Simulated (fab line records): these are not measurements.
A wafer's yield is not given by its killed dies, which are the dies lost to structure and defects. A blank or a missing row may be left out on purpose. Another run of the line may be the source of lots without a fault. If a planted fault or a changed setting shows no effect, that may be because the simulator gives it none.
fab line records    flow sky130
record: lots: 7  wafers: 21  last_day: 51
route steps=708 shown POLY_GATE@229 LDD_N@237 PAD_OPEN@708
lots that met no fault: taken from a fault-free run of the same line
start_h: the number of hours between the record's first day and the start of the first shown wafer of the lot    wait_h: hours since the lot's step before    " same as the row above    L1.1+2: a row that stands for several wafers    - value missing, or start not given    * or withheld: withheld    < > ~ a bound
route shown NAME@n: names a module that has steps shown in the file, with the first one's number in the route    usual: mean and standard deviation over wafers with no fault    same: alike in all rows    chamber/n: place in a boat    sites: per-site readings    _std_site: how widely they spread, as a standard deviation    _edge_site: the outer-site mean with the inner-site mean subtracted    radius_mm: for every site, how far away it sits from the centre of the wafer    mask NAME#n: copy n    behind: the tool/chamber that last shaped the wafer    hold: why the lot was held/for how many hours/how that ended    device: the n, p or np transistor that did not switch    end of line: at the end of the route, the tests of the same wafers    a step with no rows: only its recipe    killed: not the wafer's yield, but the dies lost to structure and defects at the first sort    map: dies across one wafer; x = killed, . = not, _ = none there
set.NAME: the setting as run; set.NAME@STEP: as run at that earlier step    model.NAME: the simulator's own value behind a step, which no gauge read
lots at some steps of the route; a table a step, a row a wafer
services: from which hour (start_h, from the record's first day; less than 0 if before it) a tool's chamber was out of use, for how many hours, and why
== steps ==
step: SKY_POLY_GATE_ETCH_15
recipe: chemistry: N2/H2  target: BARC  ion_energy_ev: 200  source_w: 500  bias_w: 100  pressure_mtorr: 30  n2_flow_sccm: 100  h2_flow_sccm: 200  stop_on: SiO2  time_s: 118.5  target_depth_a: 1100
usual: drypump_motor_current_A: 5.7/0.45  oes_product_au: 0.716/0.0052  throttle_valve_pct: 13.213/0.0089
lot.wafer  tool         chamber  start_h  wait_h  drypump_motor_current_A  oes_product_au  rf_hours_counter_h  throttle_valve_pct
L558.1     rie_diel-02  0        392.17   0.0     5.3                      0.715           14                  13.206
L558.3     "            2        "        "       6.5                      0.720           27                  13.206
L558.6     "            3        "        "       6.1                      0.716           -                   13.196
L567.2     rie_diel-01  1        467.81   0.0     4.9                      0.713           3                   13.216
L567.3     "            2        "        "       5.5                      0.716           33                  13.214
L567.4     "            3        "        "       5.9                      0.711           12                  13.206
L571.1     rie_diel-01  1        505.72   0.0     4.9                      0.715           4                   13.207
L571.3     "            2        "        "       5.5                      0.725           34                  13.206
L571.6     "            2        "        "       5.5                      0.717           -                   13.224
L572.1     rie_diel-04  1        505.82   0.0     5.9                      0.705           15                  13.209
L572.3     "            2        "        "       5.5                      0.719           11                  13.217
L572.5     "            1        "        "       5.8                      0.721           -                   13.201
L573.4     rie_diel-01  2        523.86   0.1     5.5                      0.712           -                   13.201
L573.5     "            1        "        "       4.9                      0.715           -                   13.209
L573.6     "            3        "        "       5.9                      0.718           -                   13.226
L579.2     rie_diel-02  1        573.27   0.0     5.6                      0.716           1                   13.219
L579.3     "            2        "        "       6.5                      0.706           30                  13.216
L579.6     "            3        "        "       6.1                      0.723           -                   13.202
L580.1     rie_diel-02  1        575.37   0.0     5.5                      0.720           1                   13.223
L580.3     "            0        "        "       5.2                      0.713           17                  13.211
L580.6     "            3        "        "       6.1                      0.713           -                   13.222
step: SKY_POLY_GATE_ETCH_16
recipe: stop_on: poly-Si  chemistry: CH3F/O2  target: Si3N4  source_w: 400  bias_w: 80  pressure_mtorr: 25  ch3f_flow_sccm: 40  O2_flow_sccm: 30  time_s: 147.5  target_depth_a: 750
usual: drypump_motor_current_A: 5.7/0.45  oes_product_au: 0.640/0.0051  throttle_valve_pct: 10.536/0.0091
lot.wafer  tool         chamber  start_h  wait_h  drypump_motor_current_A  oes_product_au  rf_hours_counter_h  throttle_valve_pct
L558.1     rie_diel-02  0        392.25   0.0     5.3                      0.650           14                  10.521
L558.3     "            2        "        "       6.5                      0.639           27                  10.520
L558.6     "            3        "        "       6.1                      0.641           -                   10.550
L567.2     rie_diel-01  1        467.90   0.0     4.9                      0.640           3                   10.531
L567.3     "            2        "        "       5.4                      0.638           33                  10.535
L567.4     "            3        "        "       5.9                      0.642           13                  10.549
L571.1     rie_diel-01  1        505.80   0.0     4.9                      0.639           4                   10.535
L571.3     "            2        "        "       5.4                      0.643           34                  10.529
L571.6     "            2        "        "       5.4                      0.643           -                   10.544
L572.1     rie_diel-04  1        505.90   0.0     5.8                      0.646           15                  10.533
L572.3     "            2        "        "       5.5                      0.634           11                  10.547
L572.5     "            1        "        "       5.8                      0.640           -                   10.528
L573.4     rie_diel-01  1        523.95   0.0     4.9                      0.635           -                   10.546
L573.5     "            2        "        "       5.5                      0.641           -                   10.532
L573.6     "            3        "        "       5.9                      0.640           -                   10.533
L579.2     rie_diel-02  1        573.35   0.0     5.5                      0.637           1                   10.542
L579.3     "            2        "        "       6.5                      0.633           31                  10.534
L579.6     "            3        "        "       6.1                      0.646           -                   10.549
L580.1     rie_diel-02  1        575.45   0.0     5.5                      0.644           1                   10.529
L580.3     "            0        "        "       5.2                      0.643           17                  10.520
L580.6     "            3        "        "       6.1                      0.637           -                   10.545
step: SKY_POLY_GATE_ETCH_17
recipe: target_depth_nm: 180  stop_on: SiO2  over_etch_frac: 0.56667  chemistry: HBr/Cl2  target: poly-Si  icp_w: 400  bias_w: 100  pressure_mtorr: 10  HBr_flow_sccm: 150  Cl2_flow_sccm: 50  time_s: 70.5
usual: drypump_motor_current_A: 5.8/0.32  he_backside_leak_sccm: 2.78/0.18  oes_product_au: 0.985/0.0067  throttle_valve_pct: 33.684/0.0095
lot.wafer  tool       chamber  start_h  wait_h  drypump_motor_current_A  he_backside_leak_sccm  oes_product_au  rf_hours_counter_h  throttle_valve_pct
L558.1     rie_si-01  2        392.35   0.0     5.8                      2.59                   0.977           14                  33.684
L558.3     "          3        "        "       6.0                      2.55                   0.989           5                   33.684
L558.6     "          0        "        "       5.8                      2.98                   0.985           -                   33.688
L567.2     rie_si-01  3        467.99   0.0     6.0                      2.91                   0.985           5                   33.676
L567.3     "          1        "        "       5.5                      2.90                   0.992           48                  33.677
L567.4     "          2        "        "       5.8                      2.67                   0.977           15                  33.673
L571.1     rie_si-01  0        505.90   0.0     5.8                      3.02                   0.990           51                  33.683
L571.3     "          3        "        "       5.9                      2.83                   0.984           5                   33.667
L571.6     "          0        "        "       5.8                      3.09                   0.989           -                   33.673
L572.1     rie_si-02  2        506.00   0.0     5.1                      3.00                   0.990           1                   33.664
L572.3     "          3        "        "       6.2                      2.67                   0.991           4                   33.678
L572.5     "          2        "        "       5.1                      2.80                   0.996           -                   33.686
L573.4     rie_si-01  2        524.03   0.0     5.8                      2.67                   0.974           -                   33.678
L573.5     "          1        "        "       5.6                      2.81                   0.983           -                   33.692
L573.6     "          3        "        "       5.9                      2.94                   0.975           -                   33.678
L579.2     rie_si-01  2        573.45   0.0     5.8                      2.68                   0.981           16                  33.684
L579.3     "          0        "        "       5.8                      2.81                   0.987           0                   33.683
L579.6     "          1        "        "       5.5                      2.85                   0.988           -                   33.694
L580.1     rie_si-02  3        575.55   0.0     6.3                      2.75                   0.985           4                   33.675
L580.3     "          1        "        "       6.0                      2.84                   0.991           2                   33.678
L580.6     "          0        "        "       5.9                      2.54                   0.981           -                   33.691
step: SKY_POLY_GATE_STRIP_18
recipe: chemistry: O2/N2  power_w: 1400  pressure_mtorr: 1500  platen_temp_c: withheld  o2_flow_sccm: 3000  n2_flow_sccm: 300  overash_fraction: 0.5
usual: drypump_motor_current_A: 5.69/0.22  oes_product_au: 0.361/0.0054  strip_time_to_endpoint_s: 3.17/0.039
lot.wafer  tool             chamber  start_h  wait_h  drypump_motor_current_A  oes_product_au  rf_hours_counter_h  strip_time_to_endpoint_s
L558.1     plasma_asher-02  0        392.41   0.0     5.98                     0.373           58                  3.31
L558.3     "                0        "        "       5.98                     0.359           -                   3.24
L558.6     "                1        "        "       5.74                     0.363           -                   3.17
L567.2     plasma_asher-02  1        468.05   0.0     5.77                     0.371           66                  3.18
L567.3     "                1        "        "       5.75                     0.355           -                   3.12
L567.4     "                0        "        "       5.97                     0.358           -                   3.11
L571.1     plasma_asher-02  0        505.96   0.0     5.97                     0.363           70                  3.22
L571.3     "                1        "        "       5.73                     0.362           -                   3.22
L571.6     "                0        "        "       5.98                     0.355           -                   3.22
L572.1     plasma_asher-01  1        506.06   0.0     5.76                     0.353           84                  3.08
L572.3     "                0        "        "       5.56                     0.358           -                   3.17
L572.5     "                1        "        "       5.74                     0.360           -                   3.11
L573.4     plasma_asher-01  0        524.09   0.0     5.56                     0.363           -                   3.23
L573.5     "                0        "        "       5.55                     0.354           -                   3.22
L573.6     "                1        "        "       5.74                     0.369           -                   3.15
L579.2     plasma_asher-01  1        573.51   0.0     5.74                     0.362           91                  3.14
L579.3     "                1        "        "       5.73                     0.360           -                   3.13
L579.6     "                1        "        "       5.74                     0.351           -                   3.11
L580.1     plasma_asher-03  1        575.61   0.0     5.19                     0.357           15                  3.21
L580.3     "                0        "        "       5.83                     0.368           -                   3.20
L580.6     "                1        "        "       5.18                     0.358           -                   3.16
step: SKY_POLY_GATE_CLEAN_19
recipe: chemistry: SC1/SC2  mix: 1:4:20  temp_c: 70  time_s: 150  dry: n2_spin
step: SKY_POLY_GATE_OXIDATION_20
recipe: temp_c: 850  ambient: O2  stabilise_s: 600  purge_s: 300  target_thk_a: 40  ox_time_s: 899
step: SKY_POLY_GATE_THK_MEAS_21
recipe: reads: SiO2_of_POLY_GATE_OXIDATION_20
usual: POLY_GATE_OXIDATION_THK: 4.02/0.074
lot.wafer  tool           chamber  start_h  wait_h  POLY_GATE_OXIDATION_THK[nm]
L558.1     film_metro-01  -        394.80   0.0     4.14
L558.3     "              -        "        "       4.08
L558.6     "              -        "        "       4.05
L567.2     film_metro-02  -        470.75   0.0     4.06
L567.3     "              -        "        "       4.12
L567.4     "              -        "        "       4.04
L571.1     film_metro-02  -        507.36   0.0     3.98
L571.3     "              -        "        "       4.00
L571.6     "              -        "        "       3.98
L572.1     film_metro-04  -        507.46   0.0     4.05
L572.3     "              -        "        "       4.08
L572.5     "              -        "        "       3.94
L573.4     film_metro-04  -        525.49   0.0     3.97
L573.5     "              -        "        "       4.01
L573.6     "              -        "        "       3.95
L579.2     film_metro-02  -        574.92   0.0     4.03
L579.3     "              -        "        "       4.04
L579.6     "              -        "        "       3.97
L580.1     film_metro-02  -        577.89   0.0     3.99
L580.3     "              -        "        "       3.99
L580.6     "              -        "        "       4.06
step: SKY_POLY_GATE_CD_MEAS_22
usual: cd_nm: 151.0/2.2
lot.wafer  tool       chamber  start_h  wait_h  cd_nm
L558.1     cd_sem-01  -        394.86   0.1     152.7
L558.3     "          -        "        "       147.7
L558.6     "          -        "        "       148.9
L567.2     cd_sem-01  -        470.83   0.1     152.5
L567.3     "          -        "        "       152.3
L567.4     "          -        "        "       148.4
L571.1     cd_sem-02  -        507.42   0.1     151.1
L571.3     "          -        "        "       149.5
L571.6     "          -        "        "       149.7
L572.1     cd_sem-01  -        507.52   0.1     151.4
L572.3     "          -        "        "       153.8
L572.5     "          -        "        "       151.2
L573.4     cd_sem-02  -        525.60   0.1     151.5
L573.5     "          -        "        "       153.0
L573.6     "          -        "        "       152.4
L579.2     cd_sem-01  -        575.00   0.1     151.1
L579.3     "          -        "        "       155.0
L579.6     "          -        "        "       151.0
L580.1     cd_sem-02  -        577.95   0.1     151.1
L580.3     "          -        "        "       153.5
L580.6     "          -        "        "       150.1
step: SKY_LDD_N_DEHYDRATE_00
recipe: temp_c: 200  time_s: 60
step: SKY_LDD_N_HMDS_01
recipe: prime_time_s: 60  prime_temp_c: 120
step: SKY_LDD_N_COAT_02
recipe: resist: NOVOLAK  spin_rpm: 3023  resist_thk_nm: 300
step: SKY_LDD_N_SOFTBAKE_03
recipe: temp_c: 90  time_s: 60  resist: NOVOLAK
step: SKY_LDD_N_EXPOSE_04
recipe: mask_id: NTM  target_cd_nm: 840  na: 0.6  source_shape: conventional  sigma_outer: 0.6  dose_mj: 110
usual: reticle_temp_C: 23.03/0.1
lot.wafer  tool              chamber  start_h  wait_h  mask   reticle_temp_C  model.LDD_N.overlay_x_nm
L558.1     iline_stepper-01  0        411.46   -       NTM#0  23.12           -0.8269
L558.3     "                 0        "        "       NTM#0  23.11           -0.8269
L558.6     "                 0        "        "       NTM#0  23.18           -0.8269
L567.2     iline_stepper-02  0        486.89   -       NTM#0  23.02           -2.113
L567.3     "                 0        "        "       NTM#0  23.15           -2.113
L567.4     "                 0        "        "       NTM#0  23.10           -2.113
L571.1     iline_stepper-01  0        522.87   -       NTM#0  23.28           51.64
L571.3     "                 0        "        "       NTM#0  23.07           51.64
L571.6     "                 0        "        "       NTM#0  23.15           51.64
L572.1     iline_stepper-01  0        522.98   -       NTM#0  23.10           49.7
L572.3     "                 0        "        "       NTM#0  23.01           49.7
L572.5     "                 0        "        "       NTM#0  23.14           49.7
L573.4     iline_stepper-01  0        541.87   -       NTM#0  22.99           47.2
L573.5     "                 0        "        "       NTM#0  23.10           47.2
L573.6     "                 0        "        "       NTM#0  23.08           47.2
L579.2     iline_stepper-02  0        589.44   -       NTM#0  23.16           -1.431
L579.3     "                 0        "        "       NTM#0  23.14           -1.431
L579.6     "                 0        "        "       NTM#0  23.12           -1.431
L580.1     iline_stepper-02  0        592.36   -       NTM#0  23.11           -2.342
L580.3     "                 0        "        "       NTM#0  23.03           -2.342
L580.6     "                 0        "        "       NTM#0  23.04           -2.342
step: SKY_LDD_N_PEB_05
recipe: temp_c: withheld  time_s: *  resist: NOVOLAK
step: SKY_LDD_N_DEVELOP_06
recipe: develop_time_s: 60  dev_temp_c: 23
step: SKY_LDD_N_OVL_MEAS_07
usual: LDD_N_OVL: -1.1/1.3
lot.wafer  tool        chamber  start_h  wait_h  LDD_N_OVL[nm]
L558.1     overlay-02  -        425.71   0.1     -2.2
L558.3     "           -        "        "       -2.4
L558.6     "           -        "        "       -0.7
L567.2     overlay-01  -        502.71   0.1     -2.6
L567.3     "           -        "        "       -2.2
L567.4     "           -        "        "       -1.6
L571.1     overlay-01  -        538.39   0.1     48.9
L571.3     "           -        "        "       50.1
L571.6     "           -        "        "       48.8
L572.1     overlay-02  -        538.46   0.1     49.6
L572.3     "           -        "        "       48.9
L572.5     "           -        "        "       48.2
L573.4     overlay-02  -        556.26   0.1     48.0
L573.5     "           -        "        "       47.5
L573.6     "           -        "        "       48.2
L579.2     overlay-02  -        605.01   0.1     -1.1
L579.3     "           -        "        "       -3.7
L579.6     "           -        "        "       -1.4
L580.1     overlay-01  -        608.24   0.1     -2.3
L580.3     "           -        "        "       -0.4
L580.6     "           -        "        "       -1.8
step: SKY_LDD_N_IMPLANT_08
recipe: species: As  energy_kev: 20  dose_cm2: 7.5e+13  tilt_deg: withheld  rotation_deg: 23
step: SKY_PAD_OPEN_PROBE_99
usual: killed_at_M0_to_M3: 43/6.8  killed_at_M4_up: 3.3/1.9  killed_at_contacts: 24/5.3  killed_at_front_end: 14/4.3  killed_at_other: 0.3/0.62  killed_dies: 85/9.8  killed_open: 46/8  killed_short: 39/5.9
same: gross_dies: 492  killed_at_back_side: 0
lot.wafer  tool       chamber  start_h  wait_h  killed_at_M0_to_M3  killed_at_M4_up  killed_at_contacts  killed_at_front_end  killed_at_other  killed_dies  killed_open  killed_short
L558.1     prober-01  -        1110.00  0.1     45                  1                21                  12                   0                79           31           48
L558.3     prober-01  -        1110.10  0.2     44                  0                24                  17                   0                85           52           33
L558.6     prober-01  -        1110.25  0.2     46                  4                24                  20                   0                94           55           39
L567.2     prober-02  -        1156.48  0.1     54                  1                17                  22                   0                94           55           39
L567.3     prober-02  -        1156.53  0.2     37                  6                25                  14                   1                83           47           36
L567.4     prober-02  -        1156.58  0.2     58                  0                22                  14                   0                94           55           39
L571.1     prober-02  -        1181.72  0.1     45                  2                22                  17                   0                86           43           43
L571.3     prober-02  -        1181.82  0.2     42                  2                26                  17                   0                87           50           37
L571.6     prober-02  -        1181.97  0.2     51                  2                25                  15                   0                93           52           41
L572.1     prober-01  -        1182.75  0.1     42                  1                17                  17                   0                77           45           32
L572.3     prober-01  -        1182.85  0.2     41                  4                27                  25                   0                97           49           48
L572.5     prober-01  -        1182.95  0.2     31                  5                23                  14                   0                73           37           36
L580.1     prober-01  -        1220.17  0.1     34                  4                20                  19                   0                77           38           39
L580.3     prober-01  -        1220.27  0.2     38                  3                17                  9                    0                67           36           31
L580.6     prober-01  -        1220.42  0.2     40                  4                16                  11                   0                71           36           35
killed by level:class
L558.1 VIA1:geometric_particle:open=10 CONTACT:geometric_particle:open=8 VIA2:geometric_particle:open=7 VIA3:geometric_particle:short=6 LOCAL_INTERCONNECT:geometric_particle:short=6 VIA1:geometric_particle:short=6 METAL2:geometric_particle:short=6 POLY_GATE:geometric_particle:short=5
L558.3 VIA1:geometric_particle:open=11 VIA2:geometric_particle:open=10 CONTACT:geometric_particle:open=9 CONTACT:geometric_particle:short=8 VIA3:geometric_particle:open=6 METAL3:geometric_particle:short=5 FIELD_ISO:geometric_particle:open=4 POLY_GATE:geometric_particle:open=4
L558.6 POLY_GATE:geometric_particle:open=8 CONTACT:geometric_particle:open=8 VIA3:geometric_particle:open=8 VIA1:geometric_particle:open=7 FIELD_ISO:geometric_particle:open=5 METAL1:geometric_particle:short=5 VIA3:geometric_particle:short=5 VIA2:geometric_particle:open=5
L567.2 VIA3:geometric_particle:open=12 VIA1:geometric_particle:open=10 VIA2:geometric_particle:open=8 CONTACT:geometric_particle:open=7 POLY_GATE:geometric_particle:short=7 METAL2:geometric_particle:short=6 METAL3:geometric_particle:short=6 POLY_GATE:geometric_particle:open=5
L567.3 VIA1:geometric_particle:open=8 LI_CONTACT:geometric_particle:open=7 VIA3:geometric_particle:open=7 CONTACT:geometric_particle:short=6 CONTACT:geometric_particle:open=6 POLY_GATE:geometric_particle:open=5 VIA1:geometric_particle:short=5 METAL3:geometric_particle:short=5
L567.4 VIA1:geometric_particle:open=20 VIA3:geometric_particle:open=8 CONTACT:geometric_particle:open=7 LI_CONTACT:geometric_particle:open=6 METAL1:geometric_particle:short=6 VIA1:geometric_particle:short=6 POLY_GATE:geometric_particle:short=5 POLY_GATE:geometric_particle:open=5
L571.1 VIA1:geometric_particle:open=12 LI_CONTACT:geometric_particle:open=8 METAL2:geometric_particle:short=7 CONTACT:geometric_particle:short=6 VIA1:geometric_particle:short=6 POLY_GATE:geometric_particle:short=5 CONTACT:geometric_particle:open=4 VIA2:geometric_particle:open=4
L571.3 VIA1:geometric_particle:open=14 CONTACT:geometric_particle:open=9 VIA3:geometric_particle:open=6 FIELD_ISO:geometric_particle:short=5 POLY_GATE:geometric_particle:short=5 LI_CONTACT:geometric_particle:open=5 LOCAL_INTERCONNECT:geometric_particle:short=5 VIA1:geometric_particle:short=5
L571.6 CONTACT:geometric_particle:open=10 VIA1:geometric_particle:open=9 LI_CONTACT:geometric_particle:open=8 VIA3:geometric_particle:open=8 FIELD_ISO:geometric_particle:open=7 METAL1:geometric_particle:short=7 VIA2:geometric_particle:open=6 CONTACT:geometric_particle:short=5
L572.1 VIA1:geometric_particle:open=9 VIA3:geometric_particle:open=7 LI_CONTACT:geometric_particle:open=7 CONTACT:geometric_particle:open=7 METAL2:geometric_particle:short=7 POLY_GATE:geometric_particle:open=6 VIA1:geometric_particle:short=5 VIA2:geometric_particle:open=5
L572.3 VIA1:geometric_particle:open=12 LI_CONTACT:geometric_particle:open=11 FIELD_ISO:geometric_particle:short=7 METAL1:geometric_particle:short=7 CONTACT:geometric_particle:short=6 FIELD_ISO:geometric_particle:open=5 LI_CONTACT:geometric_particle:short=5 POLY_GATE:geometric_particle:open=4
L572.5 CONTACT:geometric_particle:open=11 VIA1:geometric_particle:open=8 FIELD_ISO:geometric_particle:short=5 LI_CONTACT:geometric_particle:open=5 METAL2:geometric_particle:short=5 METAL4:geometric_particle:short=5 VIA3:geometric_particle:open=4 LOCAL_INTERCONNECT:geometric_particle:short=4
L580.1 CONTACT:geometric_particle:open=9 VIA1:geometric_particle:open=8 POLY_GATE:geometric_particle:short=7 METAL1:geometric_particle:short=7 LI_CONTACT:geometric_particle:open=4 POLY_GATE:geometric_particle:open=4 SPACER:geometric_particle:short=4 VIA3:geometric_particle:open=3
L580.3 VIA1:geometric_particle:open=9 METAL1:geometric_particle:short=6 LOCAL_INTERCONNECT:geometric_particle:short=5 CONTACT:geometric_particle:open=5 POLY_GATE:geometric_particle:open=4 LI_CONTACT:geometric_particle:open=4 VIA2:geometric_particle:open=4 METAL2:geometric_particle:short=4
L580.6 VIA1:geometric_particle:open=9 CONTACT:geometric_particle:open=7 METAL1:geometric_particle:short=7 FIELD_ISO:geometric_particle:short=6 VIA3:geometric_particle:open=6 VIA2:geometric_particle:open=5 CONTACT:geometric_particle:short=4 METAL2:geometric_particle:short=4
== services ==
tool              chamber  start_h  hours  kind
rie_diel-02       3        374.58   3.8    repair
iline_stepper-02  -        391.87   0.6    repair
iline_stepper-01  -        395.69   1.7    pm
plasma_asher-02   -        402.95   2.7    repair
rie_diel-01       -        414.49   2.8    pm
rie_diel-02       0        414.86   14.2   repair
iline_stepper-01  -        415.21   0.9    repair
rie_diel-02       1        426.44   1.2    repair
rie_diel-01       0        428.92   8.3    repair
rie_diel-01       -        432.68   28.1   pm
iline_stepper-02  -        451.02   2.1    pm
plasma_asher-01   -        455.59   2.0    repair
rie_diel-01       2        485.97   10.5   repair
plasma_asher-02   -        494.67   5.6    repair
rie_diel-02       3        496.55   1.3    repair
rie_diel-01       0        500.67   35.2   repair
rie_si-01         1        504.17   3.2    repair
rie_diel-02       2        506.62   8.3    repair
plasma_asher-02   -        517.89   13.6   pm
iline_stepper-02  -        522.03   1.7    pm
iline_stepper-01  -        538.11   2.1    pm
rie_diel-02       -        541.57   0.6    repair
iline_stepper-01  -        565.76   2.1    repair
rie_diel-02       2        580.07   7.0    repair
== key ==
first_sign: step: SKY_LDD_N_OVL_MEAS_07  reading: LDD_N_OVL  direction: up  sigmas: 40  usual: -1.1  struck: 48.7
effect none on later readings
model_effect: step: SKY_LDD_N_EXPOSE_04  value: LDD_N.overlay_x_nm  without: 0.9179  struck: 49.51
met_at SKY_LDD_N_EXPOSE_04
struck_wafers L571.1,L571.3,L571.6,L572.1,L572.3,L572.5,L573.4,L573.5,L573.6
tester_left_out L571,L572,L573
fault: kind: scanner_matching_overlay  tool: iline_stepper-01  chamber: -  onset_h: 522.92  steps: SKY_LDD_N_EXPOSE_04  offset: 48.596
tester_left_out: of these lots the tester's yield and bins aren't shown, on N5 and GAA mostly nor the transistor test; their killed dies are dies lost to structure and defects alone, not to doping, threshold or leakage, so they don't give the yield
